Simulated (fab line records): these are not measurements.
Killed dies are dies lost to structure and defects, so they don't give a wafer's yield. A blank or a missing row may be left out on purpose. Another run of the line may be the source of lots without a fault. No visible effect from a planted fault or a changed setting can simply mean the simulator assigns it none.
A sampling plan put to the test | flow gf180mcu | 13 faults told of in these records, all on one fab line, each judged by the records of the lots it struck
The plan is the line's own looks: the steps of the route at which a gauge or an inspection reads the wafer and doesn't change it. A look is open to judgement when struck wafers have a number at it and the file gives its usual mean and standard deviation on fault-free wafers. Caught: 4 or more of those standard deviations (sigma) separate the usual mean from the mean of the struck wafers at a look after the fault's first step. On the tool: the same test on the tool's own readings at the fault's steps. Caught also covers a different recipe on the struck wafers, or a record left blank for those wafers only.

== THE FAULTS, as the simulator had put them in ==
1. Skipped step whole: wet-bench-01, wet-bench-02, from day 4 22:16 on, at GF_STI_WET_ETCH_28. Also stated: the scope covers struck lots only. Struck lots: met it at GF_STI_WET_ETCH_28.
2. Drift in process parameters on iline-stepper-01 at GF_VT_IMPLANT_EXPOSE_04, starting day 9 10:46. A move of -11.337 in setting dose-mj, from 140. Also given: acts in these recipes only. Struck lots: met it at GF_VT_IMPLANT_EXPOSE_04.
3. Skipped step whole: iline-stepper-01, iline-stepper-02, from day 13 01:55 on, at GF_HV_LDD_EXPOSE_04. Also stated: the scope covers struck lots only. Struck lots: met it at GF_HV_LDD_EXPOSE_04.
4. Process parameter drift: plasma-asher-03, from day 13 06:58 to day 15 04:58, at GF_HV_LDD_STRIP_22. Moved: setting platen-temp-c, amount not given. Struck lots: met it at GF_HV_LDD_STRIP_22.
5. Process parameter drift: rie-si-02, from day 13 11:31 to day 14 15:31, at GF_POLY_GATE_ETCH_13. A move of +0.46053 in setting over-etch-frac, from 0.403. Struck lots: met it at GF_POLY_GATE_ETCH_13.
6. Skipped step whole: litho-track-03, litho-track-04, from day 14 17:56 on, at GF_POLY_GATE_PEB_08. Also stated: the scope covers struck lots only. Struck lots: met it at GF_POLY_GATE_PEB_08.
7. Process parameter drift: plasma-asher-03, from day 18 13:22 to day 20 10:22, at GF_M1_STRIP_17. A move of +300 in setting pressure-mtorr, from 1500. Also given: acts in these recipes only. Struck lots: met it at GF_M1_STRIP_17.
8. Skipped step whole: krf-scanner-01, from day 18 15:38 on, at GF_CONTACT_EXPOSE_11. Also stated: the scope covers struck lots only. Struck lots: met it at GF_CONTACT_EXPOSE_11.
9. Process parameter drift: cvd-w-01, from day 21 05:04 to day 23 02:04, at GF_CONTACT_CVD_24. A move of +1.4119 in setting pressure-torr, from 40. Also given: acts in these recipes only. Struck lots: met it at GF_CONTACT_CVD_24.
10. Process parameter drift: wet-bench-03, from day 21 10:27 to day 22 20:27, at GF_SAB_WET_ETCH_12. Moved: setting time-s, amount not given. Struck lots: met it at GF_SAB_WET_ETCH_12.
11. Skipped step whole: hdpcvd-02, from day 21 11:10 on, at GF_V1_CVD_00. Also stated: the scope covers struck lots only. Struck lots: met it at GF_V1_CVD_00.
12. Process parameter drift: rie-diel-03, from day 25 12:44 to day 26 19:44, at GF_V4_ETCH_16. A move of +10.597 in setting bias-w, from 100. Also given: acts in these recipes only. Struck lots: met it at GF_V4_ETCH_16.
13. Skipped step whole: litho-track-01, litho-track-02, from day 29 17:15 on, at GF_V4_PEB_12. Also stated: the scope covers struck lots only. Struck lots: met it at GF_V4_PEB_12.

== WHAT THE PLAN SAW ==
fault | on the tool itself                               | first look that catches it                      | reading, sigma | median hours from its first step to that look | hours from the fault's start to the first struck lot there | judged looks passed uncaught
1     | the tool's record is blank for the struck wafers | none of the 2 looks that can be judged after it | -              | -                                             | -                                                          | 2
2     | exposure-dose-mJ-cm2 -81 sigma                   | not the one look that can be judged after it    | -              | -                                             | -                                                          | 1
3     | no reading that can be judged                    | no look after it can be judged                  | -              | -                                             | -                                                          | 0
4     | strip-time-to-endpoint-s -66 sigma               | not the one look that can be judged after it    | -              | -                                             | -                                                          | 1
5     | oes-product-au -20 sigma                         | not the one look that can be judged after it    | -              | -                                             | -                                                          | 1
6     | the tool's record is blank for the struck wafers | no look after it can be judged                  | -              | -                                             | -                                                          | 0
7     | chamber-pressure-mTorr +99 or beyond sigma       | not the one look that can be judged after it    | -              | -                                             | -                                                          | 1
8     | no reading that can be judged                    | no look after it can be judged                  | -              | -                                             | -                                                          | 0
9     | chamber-pressure-Torr +17 sigma                  | no look after it can be judged                  | -              | -                                             | -                                                          | 0
10    | run-length-s +19 sigma                           | no look after it can be judged                  | -              | -                                             | -                                                          | 0
11    | the tool's record is blank for the struck wafers | no look after it can be judged                  | -              | -                                             | -                                                          | 0
12    | bias-w +33 sigma                                 | no look after it can be judged                  | -              | -                                             | -                                                          | 0
13    | the tool's record is blank for the struck wafers | no look after it can be judged                  | -              | -                                             | -                                                          | 0
A dash: the fault is not caught, or the number is missing from these records.

Caught at a look: 0 of 13. Caught on the tool: 11 of 13. By one or the other: 11 of 13.
Faults caught by the tool alone: 1, 2, 4, 5, 6, 7, 9, 10, 11, 12, 13.
Caught by neither: faults 3, 8.
